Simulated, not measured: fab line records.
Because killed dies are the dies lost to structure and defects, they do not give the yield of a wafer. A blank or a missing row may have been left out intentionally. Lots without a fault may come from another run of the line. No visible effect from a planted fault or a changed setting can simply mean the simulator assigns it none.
fab line records    flow sfqLine
[record] lots = 14  wafers = 42  lastDay = 88
route steps=325 shown L0V@26 M0@41 I0@43 M2@89
lots that met no fault: taken from a fault-free run of the same line
startH: hours from the record's first day to the start of the lot's first wafer shown    waitH: hours elapsed since this lot's preceding step    " repeats the value in the row above    L1.1+2: a single row standing in for several wafers    - either no value or no given start    * or withheld: withheld    < > ~ a bound
route shown NAME@n: NAME is a module with steps in the file, n the number in the route of the first one    usual: mean and standard deviation over wafers with no fault    same: alike in all rows    chamber/n: place in a boat    sites: each site's reading    _std_site: the standard deviation of these    _edge_site: the outer-site mean with the inner-site mean subtracted    radiusMm: how far each site lies from the wafer's centre    mask NAME#n: copy n    behind: the last tool/chamber to shape the wafer    hold: why the lot went on hold/how many hours it stayed there/how the hold came to an end    device: which transistor (n, p or np) failed to switch    end of line: the same wafers' tests at the end of the route    where a step has no rows: the recipe by itself    killed: dies that structure and defects cost at the first sort, which is not the same as the wafer's yield    map: shows each die of a wafer: x if killed, . if not, _ if none is there
set.NAME: the run value of the setting; set.NAME@STEP: its run value at that earlier step    model.NAME: the simulator's own value behind a step, which no gauge read
steps of the route over a sample of lots; a table a step, a row a wafer
services: the hour from which a tool's chamber was out of use, counted from the record's first day as startH (under 0 if before that day), plus the number of hours and why
[[steps]]
[step SFQ_TRILAYER_L0_VIA_STRIP_STRIP_017]
[recipe] gas = O2  powerW = 200  platenTempC = 40  overashFraction = 0.65  chemistry = O2  pressureMtorr = 50
[usual] drypumpMotorCurrentA = 5.85/0.3  oesProductAu = 1.005/0.011  platenTempC = 40.00/0.1
lot.wafer  tool         chamber  startH  waitH  drypumpMotorCurrentA  oesProductAu  platenTempC  rfHoursCounterH
L825.1     rieMetal-02  1        156.57  -      5.37                  1.022         40.07        153
L825.4     "            0        "       "      5.71                  1.015         40.09        -
L825.5     "            1        "       "      5.36                  1.020         40.13        -
L826.1     rieMetal-02  1        165.97  -      5.38                  1.019         40.00        154
L826.3     "            1        "       "      5.36                  1.011         39.79        -
L826.5     "            0        "       "      5.72                  1.008         40.01        -
L827.3     rieMetal-04  1        174.57  -      5.93                  0.992         40.11        -
L827.5     "            1        "       "      5.93                  0.993         40.11        -
L827.6     "            0        "       "      5.79                  0.986         39.87        -
L834.3     rieMetal-04  0        236.80  -      5.78                  0.995         40.05        -
L834.4     "            1        "       "      5.95                  0.994         40.08        -
L834.6     "            1        "       "      5.93                  0.988         40.16        -
L835.1     rieMetal-02  1        241.40  -      5.36                  1.028         40.06        166
L835.5     "            0        "       "      5.73                  1.016         40.11        -
L835.6     "            1        "       "      5.38                  1.018         40.05        -
L837.4     rieMetal-02  1        253.60  -      5.38                  1.013         39.99        -
L837.5     "            0        "       "      5.66                  1.006         39.90        -
L837.6     "            1        "       "      5.39                  1.008         40.25        -
L839.3     rieMetal-03  1        266.80  -      6.00                  1.009         40.12        -
L839.5     "            0        "       "      6.45                  1.009         40.08        -
L839.6     "            1        "       "      6.02                  0.996         40.03        -
L841.2     rieMetal-03  1        279.73  -      6.02                  1.000         40.16        39
L841.5     "            1        "       "      6.02                  0.999         40.17        -
L841.6     "            0        "       "      6.47                  1.003         39.95        -
L843.2     rieMetal-02  1        298.70  -      5.38                  1.014         40.20        175
L843.3     "            1        "       "      5.38                  1.019         40.08        -
L843.6     "            1        "       "      5.39                  1.019         40.02        -
L844.3     rieMetal-03  1        307.47  -      6.03                  0.995         39.79        -
L844.5     "            1        "       "      6.03                  0.996         40.03        -
L844.6     "            0        "       "      6.44                  1.007         39.92        -
L845.1     rieMetal-02  0        310.70  -      5.68                  1.003         39.95        84
L845.2     "            1        "       "      5.38                  1.011         39.82        176
L845.5     "            0        "       "      5.75                  1.010         39.97        -
L846.2     rieMetal-04  0        317.90  -      5.80                  0.987         40.11        65
L846.3     "            0        "       "      5.79                  0.999         39.90        -
L846.6     "            1        "       "      5.90                  1.006         39.98        -
L847.1     rieMetal-02  0        333.42  -      5.71                  1.021         39.95        88
L847.2     "            0        "       "      5.70                  1.024         39.97        -
L847.4     "            0        "       "      5.69                  1.015         39.87        -
L848.1     rieMetal-04  1        338.22  -      5.93                  1.021         39.84        55
L848.2     "            0        "       "      5.77                  0.990         40.08        68
L848.5     "            1        "       "      5.93                  1.006         39.88        -
[step SFQ_TRILAYER_M0_STRIP_STRIP_025]
[recipe] gas = O2  powerW = 200  platenTempC = 40  overashFraction = 0.65  chemistry = O2  pressureMtorr = 50
[usual] drypumpMotorCurrentA = 5.68/0.17  oesProductAu = 1.002/0.012  platenTempC = 39.99/0.12
lot.wafer  tool         chamber  startH  waitH  drypumpMotorCurrentA  oesProductAu  platenTempC  rfHoursCounterH
L825.1     rieMetal-01  0        264.30  0.1    5.59                  0.989         40.02        134
L825.4     "            1        "       "      5.61                  0.995         39.75        -
L825.5     "            0        "       "      5.58                  0.990         40.10        -
L826.1     rieMetal-04  0        274.03  0.1    5.79                  0.999         40.05        59
L826.3     "            0        "       "      5.80                  1.008         40.06        -
L826.5     "            1        "       "      5.93                  1.001         39.94        -
L827.3     rieMetal-02  1        285.17  0.5    5.40                  1.015         39.90        -
L827.5     "            1        "       "      5.40                  1.020         40.01        -
L827.6     "            1        "       "      5.39                  1.024         40.05        -
L834.3     rieMetal-04  1        350.52  0.2    5.92                  1.001         40.08        -
L834.4     "            0        "       "      5.79                  0.995         39.96        -
L834.6     "            0        "       "      5.78                  0.995         39.99        -
L835.1     rieMetal-02  1        355.83  0.1    5.39                  1.013         39.87        1
L835.5     "            0        "       "      5.71                  1.026         39.91        -
L835.6     "            1        "       "      5.39                  1.001         39.79        -
L837.4     rieMetal-01  1        372.67  0.2    5.61                  1.000         39.92        -
L837.5     "            1        "       "      5.62                  1.007         40.05        -
L837.6     "            0        "       "      5.58                  0.995         39.96        -
L839.3     rieMetal-01  1        387.36  0.2    5.60                  0.987         40.26        -
L839.5     "            0        "       "      5.59                  0.990         40.00        -
L839.6     "            1        "       "      5.59                  0.990         40.10        -
L841.2     rieMetal-01  0        401.73  0.1    5.58                  0.985         39.89        151
L841.5     "            0        "       "      5.57                  1.000         40.04        -
L841.6     "            1        "       "      5.60                  0.993         39.90        -
L843.2     rieMetal-04  0        426.93  0.1    5.80                  0.988         39.99        80
L843.3     "            1        "       "      5.96                  1.020         39.83        -
L843.6     "            0        "       "      5.77                  0.992         39.92        -
L844.3     rieMetal-02  0        436.33  0.2    5.74                  1.021         40.23        -
L844.5     "            0        "       "      5.75                  1.020         39.99        -
L844.6     "            1        "       "      5.37                  0.986         40.00        -
L845.1     rieMetal-02  1        439.73  0.1    5.39                  1.003         40.04        8
L845.2     "            0        "       "      5.74                  1.027         40.01        106
L845.5     "            0        "       "      5.71                  1.021         39.90        -
L846.2     rieMetal-01  1        450.66  0.1    5.62                  0.987         40.17        79
L846.3     "            0        "       "      5.57                  0.988         40.09        -
L846.6     "            0        "       "      5.58                  0.992         40.26        -
L847.1     rieMetal-01  1        470.92  0.1    5.64                  0.985         39.95        82
L847.2     "            0        "       "      5.57                  0.981         40.18        160
L847.4     "            0        "       "      5.58                  0.989         39.98        -
L848.1     rieMetal-02  0        478.12  0.1    5.71                  1.021         39.79        111
L848.2     "            1        "       "      5.41                  1.009         39.84        14
L848.5     "            1        "       "      5.38                  0.996         39.81        -
[step SFQ_TRILAYER_I0_DEP_PECVD_027]
[recipe] material = SiO2  tempC = 150  timeS = 111.11  pressureTorr = 2.4  rfW = 183.3  precursor = SiH4/N2O  targetThkNm = 500
[usual] heaterPowerW = 84/13  throttleValvePct = 24.7/0.93
lot.wafer  tool      chamber  startH  waitH  heaterPowerW  sinceWetCleanH  throttleValvePct
L825.1     pecvd-04  0        265.08  0.0    85            426             24.4
L825.4     "         0        "       "      71            -               24.2
L825.5     "         1        "       "      91            -               23.5
L826.1     pecvd-04  1        275.33  0.0    107           437             23.7
L826.3     "         2        "       "      84            437             24.7
L826.5     "         1        "       "      109           -               23.6
L827.3     pecvd-01  0        286.32  0.0    96            831             25.7
L827.5     "         0        "       "      99            -               25.6
L827.6     "         2        "       "      74            -               24.5
L834.3     pecvd-02  1        351.09  0.0    59            143             24.2
L834.4     "         1        "       "      48            -               24.5
L834.6     "         0        "       "      87            -               22.6
L835.1     pecvd-04  2        356.60  0.0    75            518             24.4
L835.5     "         1        "       "      102           -               24.1
L835.6     "         2        "       "      81            -               24.7
L837.4     pecvd-01  1        373.28  0.0    84            -               25.0
L837.5     "         0        "       "      88            -               26.2
L837.6     "         2        "       "      64            -               24.8
L839.3     pecvd-04  0        387.94  0.0    86            549             24.5
L839.5     "         1        "       "      107           -               23.9
L839.6     "         2        "       "      82            -               24.9
L841.2     pecvd-04  2        402.50  0.0    78            564             24.8
L841.5     "         1        "       "      101           -               24.1
L841.6     "         0        "       "      79            -               24.6
L843.2     pecvd-02  0        427.70  0.0    86            219             23.0
L843.3     "         2        "       "      76            219             22.8
L843.6     "         1        "       "      59            -               24.6
L844.3     pecvd-01  2        437.08  0.0    74            982             24.9
L844.5     "         1        "       "      86            -               25.2
L844.6     "         0        "       "      83            -               26.5
L845.1     pecvd-04  2        440.51  0.0    80            602             24.8
L845.2     "         1        "       "      106           602             23.8
L845.5     "         2        "       "      83            -               24.7
L846.2     pecvd-01  1        451.43  0.0    76            996             25.7
L846.3     "         2        "       "      70            996             25.1
L846.6     "         2        "       "      75            -               25.0
L847.1     pecvd-04  0        471.70  0.0    79            633             25.2
L847.2     "         2        "       "      85            633             24.6
L847.4     "         1        "       "      108           -               24.3
L848.1     pecvd-01  2        478.90  0.0    71            1024            25.1
L848.2     "         0        "       "      86            1024            26.3
L848.5     "         1        "       "      92            -               25.6
[step SFQ_TRILAYER_M2_DEP_SPUTTER_055]
[recipe] material = Nb  basePressurePa = 1.33e-06  chamberPressurePa = 0.1333  substrateTempC = 20  resputterCathodeVoltageV = 400  targetThkNm = 200  powerW = 2000  timeS = 133.3
[usual] substrateTempC = 20.00/0.091  throttleValvePct = 29.7/1.1
lot.wafer  tool           chamber  startH  waitH  substrateTempC  throttleValvePct
L825.1     pvdSputter-04  -        559.01  0.0    19.97           29.1
L825.4     "              -        "       "      19.87           27.3
L825.5     "              -        "       "      20.11           30.9
L826.1     pvdSputter-04  -        608.89  0.0    20.05           29.3
L826.3     "              -        "       "      19.99           27.4
L826.5     "              -        "       "      19.95           29.7
L827.3     pvdSputter-03  -        611.09  0.0    20.11           30.1
L827.5     "              -        "       "      19.91           30.3
L827.6     "              -        "       "      19.89           29.9
L834.3     pvdSputter-04  -        803.27  0.0    20.17           29.4
L834.4     "              -        "       "      19.99           30.5
L834.6     "              -        "       "      19.92           27.4
L835.1     pvdSputter-06  -        806.87  0.0    19.92           31.1
L835.5     "              -        "       "      19.99           30.3
L835.6     "              -        "       "      19.97           31.3
L837.4     pvdSputter-04  -        817.67  0.0    19.99           29.4
L837.5     "              -        "       "      19.93           30.6
L837.6     "              -        "       "      19.94           29.7
L839.3     pvdSputter-03  -        841.84  0.0    19.93           30.0
L839.5     "              -        "       "      20.11           30.4
L839.6     "              -        "       "      19.93           29.8
L841.2     pvdSputter-03  -        856.24  0.0    19.98           30.3
L841.5     "              -        "       "      20.06           29.1
L841.6     "              -        "       "      20.01           29.8
L843.2     pvdSputter-04  -        886.38  0.0    19.96           29.8
L843.3     "              -        "       "      19.87           30.7
L843.6     "              -        "       "      20.01           29.9
L844.3     pvdSputter-04  -        898.26  0.0    20.04           29.5
L844.5     "              -        "       "      20.08           30.5
L844.6     "              -        "       "      19.93           29.5
L845.1     pvdSputter-04  -        903.86  0.0    19.87           30.5
L845.2     "              -        "       "      19.97           27.6
L845.5     "              -        "       "      19.85           29.3
L846.2     pvdSputter-06  -        915.26  0.0    19.98           30.7
L846.3     "              -        "       "      19.99           30.5
L846.6     "              -        "       "      20.13           30.6
L847.1     pvdSputter-03  -        929.66  0.0    19.95           30.6
L847.2     "              -        "       "      20.03           30.1
L847.4     "              -        "       "      19.97           29.1
L848.1     pvdSputter-04  -        938.50  0.0    20.01           29.2
L848.2     "              -        "       "      19.85           27.4
L848.5     "              -        "       "      19.91           27.6
[step SFQ_M2_RS_MEAS_914]
[recipe] thkMeasGauge = four-point-probe  reads = Nb_of_TRILAYER_M2_DEP_SPUTTER_055
[usual] M2_NB_RS = 0.891/0.01
lot.wafer  tool          chamber  startH  waitH  M2_NB_RS[ohm/sq]
L825.1     filmMetro-03  -        559.11  0.0    0.888
L825.4     "             -        "       "      0.888
L825.5     "             -        "       "      0.887
L826.1     filmMetro-03  -        608.99  0.0    0.894
L826.3     "             -        "       "      0.903
L826.5     "             -        "       "      0.899
L827.3     filmMetro-04  -        611.23  0.1    0.891
L827.5     "             -        "       "      0.894
L827.6     "             -        "       "      0.890
L834.3     filmMetro-03  -        803.41  0.1    0.891
L834.4     "             -        "       "      1.275
L834.6     "             -        "       "      0.895
L835.1     filmMetro-04  -        806.97  0.0    0.880
L835.5     "             -        "       "      0.889
L835.6     "             -        "       "      0.882
L837.4     filmMetro-01  -        817.83  0.1    1.234
L837.5     "             -        "       "      0.888
L837.6     "             -        "       "      0.897
L839.3     filmMetro-03  -        841.97  0.1    0.894
L839.5     "             -        "       "      0.896
L839.6     "             -        "       "      0.897
L841.2     filmMetro-03  -        856.35  0.1    0.872
L841.5     "             -        "       "      0.874
L841.6     "             -        "       "      0.871
L843.2     filmMetro-04  -        886.49  0.1    0.907
L843.3     "             -        "       "      0.907
L843.6     "             -        "       "      0.907
L844.3     filmMetro-03  -        898.39  0.1    0.894
L844.5     "             -        "       "      0.898
L844.6     "             -        "       "      0.895
L845.1     filmMetro-04  -        903.95  0.0    0.894
L845.2     "             -        "       "      0.895
L845.5     "             -        "       "      0.887
L846.2     filmMetro-04  -        915.37  0.1    0.874
L846.3     "             -        "       "      0.878
L846.6     "             -        "       "      0.879
L847.1     filmMetro-01  -        929.75  0.0    0.908
L847.2     "             -        "       "      0.908
L847.4     "             -        "       "      0.899
L848.1     filmMetro-04  -        938.59  0.0    0.888
L848.2     "             -        "       "      0.892
L848.5     "             -        "       "      0.892
[step SFQ_TRILAYER_M2_ETCH_METAL_ETCH_060]
[recipe] target = Nb  stopOn = SiO2  maskMaterial = PR  chemistry = Cl2/Ar  targetDepthNm = 240  icpW = 600  biasW = 80  pressureMtorr = 10  timeS = 120
[usual] drypumpMotorCurrentA = 5.69/0.18  oesProductAu = 0.893/0.008
lot.wafer  tool         chamber  startH   waitH  drypumpMotorCurrentA  oesProductAu  rfHoursCounterH
L825.1     rieMetal-04  0        694.25   0.0    5.80                  0.885         116
L825.4     "            1        "        "      5.91                  0.902         -
L825.5     "            0        "        "      5.77                  0.896         -
L826.1     rieMetal-01  0        754.38   0.0    5.57                  0.902         35
L826.3     "            1        "        "      5.63                  0.887         -
L826.5     "            0        "        "      5.57                  0.886         -
L827.3     rieMetal-02  1        756.82   0.1    5.39                  0.893         -
L827.5     "            0        "        "      5.69                  0.887         -
L827.6     "            1        "        "      5.39                  0.902         -
L834.3     rieMetal-04  1        807.22   0.1    5.93                  0.898         -
L834.4     "            0        "        "      5.79                  0.744         -
L834.6     "            1        "        "      5.96                  0.896         -
L835.1     rieMetal-02  1        810.78   0.0    5.40                  0.894         54
L835.5     "            1        "        "      5.39                  0.891         -
L835.6     "            0        "        "      5.69                  0.901         -
L837.4     rieMetal-04  1        820.33   0.1    5.92                  0.758         -
L837.5     "            0        "        "      5.78                  0.908         -
L837.6     "            1        "        "      5.91                  0.890         -
L839.3     rieMetal-02  1        844.62   0.1    5.38                  0.887         -
L839.5     "            0        "        "      5.70                  0.893         -
L839.6     "            1        "        "      5.40                  0.898         -
L841.2     rieMetal-02  1        858.85   0.0    5.40                  0.907         60
L841.5     "            1        "        "      5.39                  0.913         -
L841.6     "            0        "        "      5.73                  0.907         -
L843.2     rieMetal-04  0        1037.33  0.0    5.79                  0.882         24
L843.3     "            0        "        "      5.80                  0.889         -
L843.6     "            1        "        "      5.93                  0.886         -
L844.3     rieMetal-02  0        1049.37  0.1    5.67                  0.885         -
L844.5     "            1        "        "      5.39                  0.886         -
L844.6     "            0        "        "      5.68                  0.884         -
L845.1     rieMetal-01  1        1056.53  0.0    5.61                  0.889         26
L845.2     "            0        "        "      5.59                  0.889         81
L845.5     "            1        "        "      5.62                  0.898         -
L846.2     rieMetal-04  0        1067.33  0.0    5.80                  0.911         28
L846.3     "            0        "        "      5.77                  0.899         -
L846.6     "            0        "        "      5.78                  0.904         -
L847.1     rieMetal-01  1        1075.73  0.0    5.62                  0.891         28
L847.2     "            0        "        "      5.59                  0.889         83
L847.4     "            0        "        "      5.59                  0.885         -
L848.1     rieMetal-02  0        1087.83  0.0    5.74                  0.890         40
L848.2     "            1        "        "      5.38                  0.893         85
L848.5     "            0        "        "      5.70                  0.895         -
[[services]]
tool         chamber  startH   hours  kind
rieMetal-04  -        245.40   15.6   pm
rieMetal-01  -        247.88   2.8    pm
rieMetal-02  0        320.70   3.0    repair
rieMetal-04  -        363.64   0.2    repair
rieMetal-02  1        390.89   26.5   repair
rieMetal-02  0        430.96   2.9    repair
rieMetal-04  0        473.65   6.4    repair
rieMetal-02  -        532.35   2.8    pm
rieMetal-04  -        623.98   1.4    pm
rieMetal-02  1        653.68   30.1   repair
rieMetal-02  -        697.77   1.3    repair
rieMetal-02  0        784.88   5.5    repair
rieMetal-04  0        793.62   7.3    repair
rieMetal-04  -        828.27   1.7    repair
rieMetal-01  -        829.27   0.5    repair
rieMetal-01  1        847.35   1.7    repair
rieMetal-04  1        861.26   5.8    repair
rieMetal-02  -        878.46   0.9    repair
rieMetal-04  -        915.31   2.8    pm
rieMetal-02  1        965.01   9.9    repair
rieMetal-02  -        1007.22  1.4    pm
rieMetal-02  0        1009.54  15.0   repair
rieMetal-04  1        1059.76  7.1    repair
rieMetal-04  -        1082.37  1.4    repair
[[key]]
[firstSign] step = SFQ_M2_RS_MEAS_914  reading = M2_NB_RS  direction = up  sigmas = 35  usual = 0.891  struck = 1.255
[effect] step = SFQ_TRILAYER_M2_ETCH_METAL_ETCH_060  reading = oesProductAu  direction = down  sigmas = 18  usual = 0.893  struck = 0.751
metAt SFQ_TRILAYER_M2_DEP_SPUTTER_055
struckLots L834,L837
struckWafers L834.4,L837.4
notActingAt SFQ_TRILAYER_L0_VIA_STRIP_STRIP_017,SFQ_TRILAYER_M0_STRIP_STRIP_025,SFQ_TRILAYER_I0_DEP_PECVD_027
onsetBetween 608.89 803.27
[fault] kind = processParameterDrift  tool = pvdSputter-04  chamber = -  onsetH = 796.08  steps = SFQ_TRILAYER_M2_DEP_SPUTTER_055  channel = targetThkNm  offset = -58.736  shape = step  endH = 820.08  scope = struckWafersOnly  actsIn = theseRecipesOnly  stated = 200
